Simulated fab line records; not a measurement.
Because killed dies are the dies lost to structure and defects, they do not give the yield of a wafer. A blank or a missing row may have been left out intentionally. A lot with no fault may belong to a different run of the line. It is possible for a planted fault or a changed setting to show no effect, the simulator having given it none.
One fault through the eyes of 2 desks || flow gf180mcu || each desk holds nothing but its own numbers, with what lay behind them at the end

== AT THE TOOL OWNER'S DESK: pvdSputter-02 ==
The tool's own readings at GF_M4_SPUTTER_03 (material Ti, target thk 10 nm, time 6.7 s): means of the sampled wafers that have a number, for each lot that ran on this tool. The brackets show how far a lot's mean lies from the usual mean; more than 4 standard deviations puts the lot out of limits, marked OUT.
Columns: A = throttleValvePct at GF_M4_SPUTTER_03, usual 29.9 %
{"lot": "L937", "first seen here": "day 22 19:38", "A": 29.6}
{"lot": "L941", "first seen here": "day 24 15:14", "A": 29.9}
{"lot": "L942", "first seen here": "day 24 19:22", "A": 29.2}
{"lot": "L943", "first seen here": "day 24 22:45", "A": 29.8}
{"lot": "L948", "first seen here": "day 26 12:32", "A": 30.1}
{"lot": "L957", "first seen here": "day 29 09:04", "A": 29.6}
{"lot": "L958", "first seen here": "day 29 10:09", "A": 30.3}
This desk found nothing out of limits on any of the 7 lots.

== METROLOGY DESK ==
What the gauges read for every lot (on any tool): the sampled wafers with a number, averaged. The brackets show how far a lot's mean lies from the usual mean; more than 4 standard deviations puts the lot out of limits, marked OUT.
Columns: A = V5_CVD_02_THK at GF_V5_THK_MEAS_03, usual 1445 nm
{"lot": "L936", "first seen here": "day 26 12:51", "A": 1449}
{"lot": "L937", "first seen here": "day 26 14:26", "A": 1436}
{"lot": "L939", "first seen here": "day 27 16:20", "A": 1449}
{"lot": "L941", "first seen here": "day 28 05:38", "A": 1443}
{"lot": "L942", "first seen here": "day 28 10:05", "A": 1469}
{"lot": "L943", "first seen here": "day 28 12:02", "A": 1443}
{"lot": "L945", "first seen here": "day 29 06:58", "A": 1436}
{"lot": "L946", "first seen here": "day 29 15:56", "A": 1447}
{"lot": "L948", "first seen here": "day 30 00:38", "A": 1429}
{"lot": "L949", "first seen here": "day 30 10:14", "A": 1439}
{"lot": "L952", "first seen here": "day 31 03:18", "A": 1465}
{"lot": "L957", "first seen here": "day 32 13:28", "A": 1450}
{"lot": "L958", "first seen here": "day 32 14:14", "A": 1442}
This desk found nothing out of limits on any of the 13 lots.

== BROUGHT TOGETHER ==
The desk of the tool owner found nothing out of limits.
Metrology desk: nothing out of limits seen.

== WHAT HAD BEEN PUT IN BY THE SIMULATOR ==
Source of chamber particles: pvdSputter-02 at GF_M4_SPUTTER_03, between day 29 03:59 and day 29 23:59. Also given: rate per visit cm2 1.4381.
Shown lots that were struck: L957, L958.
